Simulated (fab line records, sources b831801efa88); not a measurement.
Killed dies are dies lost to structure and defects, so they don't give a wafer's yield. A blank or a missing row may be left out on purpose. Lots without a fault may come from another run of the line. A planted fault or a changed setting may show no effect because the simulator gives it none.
Chamber matching | flow gf180mcu | GF_V3_CMP_04 on cmp-01: 4 sister chambers
The step polishes SiO2. 4 wafers are shown with their chamber, then 8 later ones without.

WAFERS WITH THEIR CHAMBER
wafer  | chamber | motor_current_A (A)
L354.6 | 0       | 11.0
L363.2 | 3       | 12.9
L363.6 | 1       | 12.7
L364.2 | 2       | 11.0

WAFERS WITHOUT THEIR CHAMBER
wafer  | motor_current_A (A)
L364.3 | 11.3
L364.4 | 12.1
L368.3 | 10.8
L368.4 | 10.9
L368.6 | 11.7
L369.2 | 10.3
L369.3 | 12.9
L369.6 | 12.5

WHICH CHAMBER EACH WENT THROUGH
wafer  | from the rows above               | in truth
L364.3 | can't be placed: 0 or 2           | 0
L364.4 | can't be placed: 1 or 3 or 0 or 2 | 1
L368.3 | can't be placed: 0 or 2           | 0
L368.4 | can't be placed: 0 or 2           | 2
L368.6 | can't be placed: 0 or 2 or 1 or 3 | 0
L369.2 | can't be placed: 0 or 2           | 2
L369.3 | can't be placed: 3 or 1           | 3
L369.6 | can't be placed: 1 or 3           | 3
Placed correctly: 0 of 8. Can't be placed from these rows: 8 (the true chamber is among the candidates in 8). Placed wrongly: 0.
How it was worked out, from the rows above alone: a wafer's distance from a chamber is the root of the sum, over the readings, of the square of ((its reading less the chamber's mean) divided by the reading's scatter). The wafer belongs to the nearest chamber; if the next one is less than 2 further off, it can't be placed. A chamber's mean is the mean of its shown wafers. The scatter: with one shown wafer a chamber, the root of the mean of the squares of how far each hidden wafer lies from its nearest shown one.
